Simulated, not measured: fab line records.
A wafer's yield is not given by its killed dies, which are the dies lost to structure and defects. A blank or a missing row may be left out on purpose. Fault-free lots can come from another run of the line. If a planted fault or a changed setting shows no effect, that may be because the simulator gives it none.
Struck lot and sound lot, side by side :: flow gf180mcu :: 15 steps out of a route of 602
Sound: the wafers L995.3, L995.4, L995.6. Wafers struck: L997.2, L997.3, L997.5. The cause is given at the end.
Order at every step that has rows: each side's tool, ch and its chambers, its first start. Under that, the readings that differ: sound wafers :: struck wafers :: difference of the means :: sigmas: that difference in standard deviations of wafers without a fault.
alike: words and numbers the same on both sides, and readings whose means are apart by under 2 such deviations; not compared: readings that were withheld, readings missing a value for some wafer, numbers with overlapping values and no deviation given by the record, and bounds like >300 which may hide the same value.
A row with sigmas, a row that says differs or no value, or rows on one side alone: a step with any of these is where the two part. Numbers that have no deviation but don't overlap get no sigmas and don't part them. Lack of a reading on every wafer of one side parts them only where that side has two or more wafers.

GF_V3_THK_MEAS_25: measures by xrf.
  sound: filmMetro-01 at day 27 10:31; struck: filmMetro-01 at day 27 23:19
  alike: V3_W_THK
GF_V3_CMP_26: polishes, stops on SiO2, t overpolish 15 s, target thk 0 nm.
  sound on cmp-02 ch 0,2,3, day 27 10:40; struck on cmp-01 ch 1,2, day 27 23:25
  alike: headPressurePsi, motorCurrentA, overpolishRunS, timeToEndpointS
GF_M4_SPUTTER_00: material Ti, target thk 37.5 nm, time 150 s.
  sound: pvdSputter-02 at day 27 10:52; struck: pvdSputter-03 at day 27 23:40
  alike: throttleValvePct
GF_M4_SPUTTER_01: material TiN, target thk 30 nm, time 25 s.
  sound: pvdSputter-02 at day 27 10:58; struck: pvdSputter-03 at day 27 23:46
  alike: throttleValvePct
GF_M4_SPUTTER_02: material AlCu, target thk 450 nm, time 23.9 s.
  sound: pvdSputter-02 at day 27 10:59; struck: pvdSputter-03 at day 27 23:48
  alike: throttleValvePct
GF_M4_SPUTTER_03: material Ti, target thk 10 nm, time 6.7 s.
  sound: pvdSputter-02 at day 27 11:01; struck: pvdSputter-03 at day 27 23:50
  alike: throttleValvePct
then, 1 step without rows for these wafers: GF_M4_SPUTTER_04 (material TiN, target thk 50 nm, time 41.7 s).
GF_M4_RS_MEAS_05: uses a four-point probe to measure.
  sound: filmMetro-03 at day 27 11:07; struck: filmMetro-01 at day 27 23:55
  alike: M4_ALCU_RS
GF_M4_THK_MEAS_06: measures by xrf.
  sound: filmMetro-03 at day 27 11:13; struck: filmMetro-01 at day 28 00:01
  alike: M4_ALCU_THK
then, 3 steps without rows for these wafers: GF_M4_DEHYDRATE_07 (time 60 s); GF_M4_HMDS_08 (prime time 60 s); GF_M4_COAT_09 (resist thk 1000 nm).
GF_M4_SOFTBAKE_10: time 60 s.
  sound on lithoTrack-02 ch 0, day 27 20:51; struck on lithoTrack-03 ch 0, day 28 10:03
reading: heaterPowerTotalW (W)
sound: 92.90 92.99 93.03
struck: 99.10 99.14 99.06
difference: +6.13
sigmas: +99 or more

reading: runLengthS (s)
sound: 89.44 89.38 89.32
struck: 78.80 78.66 78.62
difference: -10.69
sigmas: -82
then, 2 steps without rows for these wafers: GF_M4_EXPOSE_11 (exposes mask Metal4, target cd 280 nm); GF_PASSIVATION_PROBE_99.

WHERE THEY PART
GF_M4_SOFTBAKE_10 only, going by this record.

WHY: what the simulator had put in
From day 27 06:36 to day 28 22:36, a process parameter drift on lithoTrack-03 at GF_M4_SOFTBAKE_10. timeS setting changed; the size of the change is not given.
